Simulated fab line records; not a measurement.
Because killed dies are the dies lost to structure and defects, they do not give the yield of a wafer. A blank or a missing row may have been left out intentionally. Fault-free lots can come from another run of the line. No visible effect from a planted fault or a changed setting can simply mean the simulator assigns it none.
Which tool is to blame? + flow sky130 + 33 wafers from 11 lots sampled at 5 of the route's 708 steps

## WHAT THE GAUGES READ, wafer by wafer
SKY_VIA3_THK_MEAS_01. Usual: VIA3_HDPCVD_THK 1630 nm, standard deviation 19.
| lot  | measured     | on            | VIA3_HDPCVD_THK (nm) | flag |
|------|--------------|---------------|----------------------|------|
| L422 | day 38 06:24 | film metro-03 | 1592 1596 1611       |      |
| L423 | day 38 23:27 | film metro-04 | 1676 1668 1686       |      |
| L426 | day 39 12:19 | film metro-03 | 1649 1637 1627       |      |
| L428 | day 40 11:37 | film metro-03 | 1642 1618 1624       |      |
| L430 | day 41 20:21 | film metro-04 | 1617 1632 1620       |      |
| L431 | day 42 00:25 | film metro-03 | 1608 1610 1631       |      |
| L436 | day 42 20:47 | film metro-04 | 1638 1620 1596       |      |
| L437 | day 43 16:38 | film metro-04 | 1938 1962 1960       | OFF  |
| L439 | day 43 22:51 | film metro-04 | 1644 1644 1663       |      |
| L442 | day 44 13:44 | film metro-04 | 1971 1970 1968       | OFF  |
| L444 | day 44 20:12 | film metro-04 | 1959 1943 1942       | OFF  |

## WHICH TOOL RAN EACH LOT (tool, then ch and the chambers of the sampled wafers, then the start)
| lot  | SKY_CAPM_STRIP_14                    | SKY_METAL3_METAL_ETCH_18          | SKY_METAL3_STRIP_19                  | SKY_VIA3_HDPCVD_00               |
|------|--------------------------------------|-----------------------------------|--------------------------------------|----------------------------------|
| L422 | plasma asher-04 ch 0,1, day 37 03:10 | rie metal-02 ch 0,1, day 38 05:27 | plasma asher-03 ch 0,1, day 38 05:37 | hdpcvd-01 ch 0,2, day 38 06:13   |
| L423 | plasma asher-02 ch 0,1, day 37 19:20 | rie metal-01 ch 0, day 38 22:22   | plasma asher-04 ch 0,1, day 38 22:38 | hdpcvd-02 ch 1,2, day 38 23:16   |
| L426 | plasma asher-04 ch 0,1, day 38 09:49 | rie metal-04 ch 0, day 39 11:10   | plasma asher-03 ch 0,1, day 39 11:32 | hdpcvd-02 ch 0,1, day 39 12:09   |
| L428 | plasma asher-04 ch 1, day 39 09:07   | rie metal-01 ch 0, day 40 10:34   | plasma asher-04 ch 0,1, day 40 10:45 | hdpcvd-01 ch 0,2, day 40 11:27   |
| L430 | plasma asher-01 ch 0,1, day 40 18:39 | rie metal-02 ch 0,1, day 41 19:16 | plasma asher-03 ch 1, day 41 19:27   | hdpcvd-02 ch 0,1,2, day 41 20:11 |
| L431 | plasma asher-02 ch 0,1, day 40 22:37 | rie metal-04 ch 1, day 41 23:22   | plasma asher-03 ch 0,1, day 41 23:38 | hdpcvd-02 ch 0,1,2, day 42 00:19 |
| L436 | plasma asher-01 ch 0,1, day 41 19:27 | rie metal-04 ch 0,1, day 42 19:53 | plasma asher-01 ch 0,1, day 42 20:02 | hdpcvd-01 ch 0,2, day 42 20:36   |
| L437 | plasma asher-02 ch 0,1, day 42 15:55 | rie metal-02 ch 1, day 43 15:31   | plasma asher-04 ch 0,1, day 43 15:52 | hdpcvd-02 ch 0,2, day 43 16:28   |
| L439 | plasma asher-02 ch 0,1, day 42 23:06 | rie metal-04 ch 0,1, day 43 21:52 | plasma asher-01 ch 0,1, day 43 22:03 | hdpcvd-01 ch 0,2, day 43 22:40   |
| L442 | plasma asher-01 ch 0,1, day 43 13:50 | rie metal-02 ch 0,1, day 44 12:50 | plasma asher-03 ch 0,1, day 44 12:59 | hdpcvd-02 ch 0,1, day 44 13:32   |
| L444 | plasma asher-01 ch 0,1, day 43 20:26 | rie metal-04 ch 0,1, day 44 19:16 | plasma asher-01 ch 0,1, day 44 19:26 | hdpcvd-02 ch 1,2, day 44 20:02   |
- SKY_CAPM_STRIP_14: strips in O2/N2.
- SKY_METAL3_METAL_ETCH_18: etches the open film in Cl2/BCl3, stops on SiO2, target depth 845 nm, time 183.1 s.
- SKY_METAL3_STRIP_19: strips in O2/N2.
- SKY_VIA3_HDPCVD_00: deposits SiO2, target thk 1635 nm, time 272.5 s.

## WHAT THE TOOLS THEMSELVES READ (means of the sampled wafers that have a number; where no wafer has one, the mark that the record gives instead)
SKY_CAPM_STRIP_14. Usual: drypump motor current A 5.6 A, standard deviation 0.37; oes product au 0.710 a.u., standard deviation 0.0042; strip time to endpoint s 12.65 s, standard deviation 0.052.
| lot  | tool            | drypump motor current A (A) | oes product au (a.u.) | strip time to endpoint s (s) | flag |
|------|-----------------|-----------------------------|-----------------------|------------------------------|------|
| L422 | plasma asher-04 | 5.4                         | 0.712                 | 12.67                        |      |
| L423 | plasma asher-02 | 5.5                         | 0.710                 | 12.63                        |      |
| L426 | plasma asher-04 | 5.4                         | 0.706                 | 12.68                        |      |
| L428 | plasma asher-04 | 5.0                         | 0.707                 | 12.71                        |      |
| L430 | plasma asher-01 | 5.5                         | 0.711                 | 12.64                        |      |
| L431 | plasma asher-02 | 5.6                         | 0.707                 | 12.76                        |      |
| L436 | plasma asher-01 | 5.6                         | 0.709                 | 12.68                        |      |
| L437 | plasma asher-02 | 5.5                         | 0.707                 | 12.64                        |      |
| L439 | plasma asher-02 | 5.5                         | 0.710                 | 12.64                        |      |
| L442 | plasma asher-01 | 5.6                         | 0.711                 | 12.68                        |      |
| L444 | plasma asher-01 | 5.5                         | 0.714                 | 12.62                        |      |

SKY_METAL3_METAL_ETCH_18. Usual: drypump motor current A 5.9 A, standard deviation 0.31; oes product au 0.866 a.u., standard deviation 0.0062; throttle valve pct 22.264 %, standard deviation 0.009.
| lot  | tool         | drypump motor current A (A) | oes product au (a.u.) | throttle valve pct (%) | flag |
|------|--------------|-----------------------------|-----------------------|------------------------|------|
| L422 | rie metal-02 | 6.1                         | 0.865                 | 22.262                 |      |
| L423 | rie metal-01 | 6.0                         | 0.863                 | 22.264                 |      |
| L426 | rie metal-04 | 6.2                         | 0.866                 | 22.267                 |      |
| L428 | rie metal-01 | 6.0                         | 0.855                 | 22.263                 |      |
| L430 | rie metal-02 | 5.9                         | 0.872                 | 22.258                 |      |
| L431 | rie metal-04 | 5.3                         | 0.859                 | 22.263                 |      |
| L436 | rie metal-04 | 5.8                         | 0.864                 | 22.262                 |      |
| L437 | rie metal-02 | 5.8                         | 0.863                 | 22.269                 |      |
| L439 | rie metal-04 | 5.9                         | 0.870                 | 22.262                 |      |
| L442 | rie metal-02 | 6.0                         | 0.870                 | 22.265                 |      |
| L444 | rie metal-04 | 5.6                         | 0.872                 | 22.260                 |      |

SKY_METAL3_STRIP_19. Usual: drypump motor current A 5.4 A, standard deviation 0.44; oes product au 0.504 a.u., standard deviation 0.0067; strip time to endpoint s 6.58 s, standard deviation 0.12.
| lot  | tool            | drypump motor current A (A) | oes product au (a.u.) | strip time to endpoint s (s) | flag |
|------|-----------------|-----------------------------|-----------------------|------------------------------|------|
| L422 | plasma asher-03 | 5.3                         | 0.508                 | 6.63                         |      |
| L423 | plasma asher-04 | 5.9                         | 0.499                 | 6.42                         |      |
| L426 | plasma asher-03 | 5.2                         | 0.502                 | 6.54                         |      |
| L428 | plasma asher-04 | 5.4                         | 0.500                 | 6.52                         |      |
| L430 | plasma asher-03 | 5.4                         | 0.510                 | 6.67                         |      |
| L431 | plasma asher-03 | 5.1                         | 0.500                 | 6.66                         |      |
| L436 | plasma asher-01 | 5.6                         | 0.501                 | 6.48                         |      |
| L437 | plasma asher-04 | 5.4                         | 0.506                 | 6.70                         |      |
| L439 | plasma asher-01 | 5.6                         | 0.495                 | 6.37                         |      |
| L442 | plasma asher-03 | 5.3                         | 0.509                 | 6.68                         |      |
| L444 | plasma asher-01 | 5.4                         | 0.508                 | 6.64                         |      |

SKY_VIA3_HDPCVD_00. Usual: sih4 flow sccm 60.00 sccm, standard deviation 0.19.
| lot  | tool      | sih4 flow sccm (sccm) | flag |
|------|-----------|-----------------------|------|
| L422 | hdpcvd-01 | 59.90                 |      |
| L423 | hdpcvd-02 | 59.92                 |      |
| L426 | hdpcvd-02 | 59.95                 |      |
| L428 | hdpcvd-01 | 59.81                 |      |
| L430 | hdpcvd-02 | 59.96                 |      |
| L431 | hdpcvd-02 | 59.97                 |      |
| L436 | hdpcvd-01 | 59.93                 |      |
| L437 | hdpcvd-02 | 72.03                 | OFF  |
| L439 | hdpcvd-01 | 60.10                 |      |
| L442 | hdpcvd-02 | 71.95                 | OFF  |
| L444 | hdpcvd-02 | 71.99                 | OFF  |

## THE ANSWER, worked out from the rows above alone
Rule: a lot is off if the mean of its wafers that have a number lies more than 3 standard deviations from the usual mean. A lot without any number at a reading at which 4 lots or more have one is off too. All remaining lots with rows at the step are treated as sound. Order of review: gauges by route order, followed by the tools' own readings, for which a lot's mean as printed above is used. The first step at which some lot is off is used, and at that step the reading that is off furthest; a lot without a number counts as furthest.
Off: at SKY_VIA3_THK_MEAS_01 (VIA3_HDPCVD_THK), L437, L442, L444.
A tool fits if, at a process step before that reading, it ran every lot that is off, and no sound lot after the first of them. The gauges at SKY_VIA3_THK_MEAS_01 aren't tried: what is off there is off at SKY_VIA3_HDPCVD_00 too, on other tools, and a gauge's error can't cause that. One fits: hdpcvd-02 at SKY_VIA3_HDPCVD_00. A fault onset in the window from L431 (day 42 00:19, its last sound lot) to L437 (day 43 16:28, its first lot off) fits.
On the lots that are off, the tool's own readings at SKY_VIA3_HDPCVD_00 differ by more than 5 times the standard deviation of the sound lots' means, which bears it out; sih4 flow sccm reads 71.99 sccm there versus 59.94 sccm on the sound lots.

## WHAT THE SIMULATOR HAD INSERTED
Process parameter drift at SKY_VIA3_HDPCVD_00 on hdpcvd-02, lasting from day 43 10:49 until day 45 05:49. From 60, the setting sih4 flow sccm moved by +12. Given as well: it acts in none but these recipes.
Lots struck among those shown: L437, L442, L444. The rule above found the same.
